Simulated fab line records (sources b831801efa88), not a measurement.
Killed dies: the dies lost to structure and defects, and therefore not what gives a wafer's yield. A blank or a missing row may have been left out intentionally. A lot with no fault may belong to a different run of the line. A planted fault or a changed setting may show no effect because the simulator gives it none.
Which tool did it? / flow gf180mcu / 13 lots with 39 wafers sampled at 4 steps, on a route of 602 steps

== WHAT THE GAUGES SHOWED, per wafer ==
GF_M4_OVL_MEAS_15.
lot=L839; measured=day 23 08:03; on=overlay-01; M4_OVL (nm)=2 -2 0
lot=L840; measured=day 24 02:50; on=overlay-01; M4_OVL (nm)=-2 1 4
lot=L841; measured=day 24 09:16; on=overlay-01; M4_OVL (nm)=3 6 13
lot=L842; measured=day 24 16:45; on=overlay-01; M4_OVL (nm)=4 -1 9
lot=L843; measured=day 24 20:20; on=overlay-02; M4_OVL (nm)=3 2 6
lot=L844; measured=day 25 03:32; on=overlay-01; M4_OVL (nm)=-3 0 -6
lot=L846; measured=day 26 03:44; on=overlay-01; M4_OVL (nm)=1 -7 -5
lot=L851; measured=day 27 13:18; on=overlay-02; M4_OVL (nm)=1 2 -7
lot=L853; measured=day 28 04:38; on=overlay-02; M4_OVL (nm)=-5 -6 -9
lot=L858; measured=day 29 15:11; on=overlay-01; M4_OVL (nm)=0 -4 6
lot=L859; measured=day 29 19:42; on=overlay-02; M4_OVL (nm)=5 3 2
lot=L860; measured=day 30 02:35; on=overlay-02; M4_OVL (nm)=7 7 4
lot=L861; measured=day 30 13:15; on=overlay-02; M4_OVL (nm)=-1 -3 -7

== EACH LOT AND THE TOOL THAT RAN IT (in order: tool; ch and the chambers of the sampled wafers; start) ==
lot=L839; GF_V3_SPUTTER_22=pvd sputter-03, day 22 08:18; GF_V3_CVD_23=cvd w-01 ch 0,1, day 22 08:20; GF_M4_SPUTTER_03=pvd sputter-01, day 22 09:08
lot=L840; GF_V3_SPUTTER_22=pvd sputter-02, day 23 02:55; GF_V3_CVD_23=cvd w-02 ch 0,1, day 23 02:57; GF_M4_SPUTTER_03=pvd sputter-01, day 23 03:42
lot=L841; GF_V3_SPUTTER_22=pvd sputter-03, day 23 09:49; GF_V3_CVD_23=cvd w-01 ch 0,1, day 23 09:51; GF_M4_SPUTTER_03=pvd sputter-01, day 23 10:36
lot=L842; GF_V3_SPUTTER_22=pvd sputter-02, day 23 17:54; GF_V3_CVD_23=cvd w-01 ch 0,1, day 23 17:59; GF_M4_SPUTTER_03=pvd sputter-04, day 23 18:41
lot=L843; GF_V3_SPUTTER_22=pvd sputter-02, day 23 22:07; GF_V3_CVD_23=cvd w-01 ch 0,1, day 23 22:09; GF_M4_SPUTTER_03=pvd sputter-04, day 23 22:54
lot=L844; GF_V3_SPUTTER_22=pvd sputter-04, day 24 04:58; GF_V3_CVD_23=cvd w-02 ch 0,1, day 24 05:00; GF_M4_SPUTTER_03=pvd sputter-02, day 24 05:45
lot=L846; GF_V3_SPUTTER_22=pvd sputter-03, day 25 06:09; GF_V3_CVD_23=cvd w-02 ch 0,1, day 25 06:11; GF_M4_SPUTTER_03=pvd sputter-02, day 25 06:56
lot=L851; GF_V3_SPUTTER_22=pvd sputter-04, day 26 16:16; GF_V3_CVD_23=cvd w-02 ch 0,1, day 26 16:19; GF_M4_SPUTTER_03=pvd sputter-02, day 26 17:04
lot=L853; GF_V3_SPUTTER_22=pvd sputter-04, day 27 07:57; GF_V3_CVD_23=cvd w-01 ch 0,1, day 27 07:59; GF_M4_SPUTTER_03=pvd sputter-02, day 27 08:44
lot=L858; GF_V3_SPUTTER_22=pvd sputter-02, day 28 15:15; GF_V3_CVD_23=cvd w-01 ch 1, day 28 15:17; GF_M4_SPUTTER_03=pvd sputter-01, day 28 20:40
lot=L859; GF_V3_SPUTTER_22=pvd sputter-03, day 28 21:39; GF_V3_CVD_23=cvd w-01 ch 0,1, day 28 21:41; GF_M4_SPUTTER_03=pvd sputter-01, day 29 01:28
lot=L860; GF_V3_SPUTTER_22=pvd sputter-03, day 29 07:03; GF_V3_CVD_23=cvd w-01 ch 0,1, day 29 07:05; GF_M4_SPUTTER_03=pvd sputter-04, day 29 07:50
lot=L861; GF_V3_SPUTTER_22=pvd sputter-02, day 29 17:32; GF_V3_CVD_23=cvd w-02 ch 0,1, day 29 17:34; GF_M4_SPUTTER_03=pvd sputter-01, day 29 18:23
- GF_V3_SPUTTER_22: material TiN, target thk 10 nm, time 40 s.
- GF_V3_CVD_23: deposits W, target thk 350 nm, time 104.9 s.
- GF_M4_SPUTTER_03: material Ti, target thk 10 nm, time 6.7 s.

== AS READ BY THE TOOLS THEMSELVES (means over the sampled wafers that have a number; for cases with no such wafer, the mark the record gives instead) ==
GF_V3_SPUTTER_22.
lot=L839; tool=pvd sputter-03; cathode dc power W (W)=4000.1; chamber pressure pa (Pa)=4.994; throttle valve pct (%)=29.8
lot=L840; tool=pvd sputter-02; cathode dc power W (W)=4000.3; chamber pressure pa (Pa)=5.003; throttle valve pct (%)=29.5
lot=L841; tool=pvd sputter-03; cathode dc power W (W)=4000.1; chamber pressure pa (Pa)=4.996; throttle valve pct (%)=29.9
lot=L842; tool=pvd sputter-02; cathode dc power W (W)=3999.9; chamber pressure pa (Pa)=4.990; throttle valve pct (%)=29.6
lot=L843; tool=pvd sputter-02; cathode dc power W (W)=4000.1; chamber pressure pa (Pa)=4.992; throttle valve pct (%)=29.1
lot=L844; tool=pvd sputter-04; cathode dc power W (W)=3999.6; chamber pressure pa (Pa)=5.004; throttle valve pct (%)=30.6
lot=L846; tool=pvd sputter-03; cathode dc power W (W)=4000.8; chamber pressure pa (Pa)=4.996; throttle valve pct (%)=29.1
lot=L851; tool=pvd sputter-04; cathode dc power W (W)=3999.9; chamber pressure pa (Pa)=4.993; throttle valve pct (%)=30.6
lot=L853; tool=pvd sputter-04; cathode dc power W (W)=4000.0; chamber pressure pa (Pa)=5.000; throttle valve pct (%)=30.6
lot=L858; tool=pvd sputter-02; cathode dc power W (W)=3999.4; chamber pressure pa (Pa)=4.998; throttle valve pct (%)=29.8
lot=L859; tool=pvd sputter-03; cathode dc power W (W)=3999.9; chamber pressure pa (Pa)=4.993; throttle valve pct (%)=29.5
lot=L860; tool=pvd sputter-03; cathode dc power W (W)=3999.8; chamber pressure pa (Pa)=4.998; throttle valve pct (%)=29.7
lot=L861; tool=pvd sputter-02; cathode dc power W (W)=3999.7; chamber pressure pa (Pa)=5.004; throttle valve pct (%)=29.6

GF_V3_CVD_23.
lot=L839; tool=cvd w-01; heater power w (W)=781
lot=L840; tool=cvd w-02; heater power w (W)=794
lot=L841; tool=cvd w-01; heater power w (W)=818
lot=L842; tool=cvd w-01; heater power w (W)=784
lot=L843; tool=cvd w-01; heater power w (W)=781
lot=L844; tool=cvd w-02; heater power w (W)=801
lot=L846; tool=cvd w-02; heater power w (W)=795
lot=L851; tool=cvd w-02; heater power w (W)=790
lot=L853; tool=cvd w-01; heater power w (W)=837
lot=L858; tool=cvd w-01; heater power w (W)=739
lot=L859; tool=cvd w-01; heater power w (W)=792
lot=L860; tool=cvd w-01; heater power w (W)=828
lot=L861; tool=cvd w-02; heater power w (W)=787

GF_M4_SPUTTER_03.
lot=L839; tool=pvd sputter-01; cathode dc power W (W)=3000.0; chamber pressure pa (Pa)=0.3000; throttle valve pct (%)=30.1
lot=L840; tool=pvd sputter-01; cathode dc power W (W)=2999.6; chamber pressure pa (Pa)=0.2998; throttle valve pct (%)=30.2
lot=L841; tool=pvd sputter-01; cathode dc power W (W)=3000.1; chamber pressure pa (Pa)=0.3000; throttle valve pct (%)=29.7
lot=L842; tool=pvd sputter-04; cathode dc power W (W)=2999.7; chamber pressure pa (Pa)=0.3001; throttle valve pct (%)=30.6
lot=L843; tool=pvd sputter-04; cathode dc power W (W)=3000.0; chamber pressure pa (Pa)=0.3002; throttle valve pct (%)=30.5
lot=L844; tool=pvd sputter-02; cathode dc power W (W)=3000.2; chamber pressure pa (Pa)=0.2992; throttle valve pct (%)=30.0
lot=L846; tool=pvd sputter-02; cathode dc power W (W)=3000.0; chamber pressure pa (Pa)=0.2997; throttle valve pct (%)=29.7
lot=L851; tool=pvd sputter-02; cathode dc power W (W)=2830.4; chamber pressure pa (Pa)=0.2995; throttle valve pct (%)=29.2
lot=L853; tool=pvd sputter-02; cathode dc power W (W)=2830.5; chamber pressure pa (Pa)=0.2998; throttle valve pct (%)=29.7
lot=L858; tool=pvd sputter-01; cathode dc power W (W)=3000.0; chamber pressure pa (Pa)=0.3002; throttle valve pct (%)=30.6
lot=L859; tool=pvd sputter-01; cathode dc power W (W)=3000.5; chamber pressure pa (Pa)=0.3000; throttle valve pct (%)=30.6
lot=L860; tool=pvd sputter-04; cathode dc power W (W)=3000.3; chamber pressure pa (Pa)=0.2996; throttle valve pct (%)=30.4
lot=L861; tool=pvd sputter-01; cathode dc power W (W)=3000.0; chamber pressure pa (Pa)=0.2996; throttle valve pct (%)=30.3

== THE ANSWER, worked out from the rows above alone ==
Rule: the usual values come from the lots themselves. Put in order of their means at a reading, lots are off if they are a third of the lots or fewer, leave a main group of 4 or more, and stand apart from it by a gap of 3 or more times the standard deviation of the main group's means; of several such gaps the widest counts. A main group whose means are all the same, to the digits that the tables above print for the reading, isn't used. A lot without any number at a reading at which 4 lots or more have one is off too. The other lots that the step has rows for count as sound. After the gauges, taken in route order, come the tools' own readings; for these a lot's mean is taken, as printed above. At the first step where some lot is off, the reading lying furthest off is the one used; lots without a number count as furthest.
Off: L851, L853, at GF_M4_SPUTTER_03 (cathode dc power W). Mean 3000.0 W and standard deviation 0.24 in the main group.
A tool fits if, at that step or a process step before it, it ran every lot that is off, and no sound lot after the first of them. Undecided on this evidence; 2 tools fit (pvd sputter-04 at GF_V3_SPUTTER_22, pvd sputter-02 at GF_M4_SPUTTER_03).

== WHAT WAS PUT IN BY THE SIMULATOR ==
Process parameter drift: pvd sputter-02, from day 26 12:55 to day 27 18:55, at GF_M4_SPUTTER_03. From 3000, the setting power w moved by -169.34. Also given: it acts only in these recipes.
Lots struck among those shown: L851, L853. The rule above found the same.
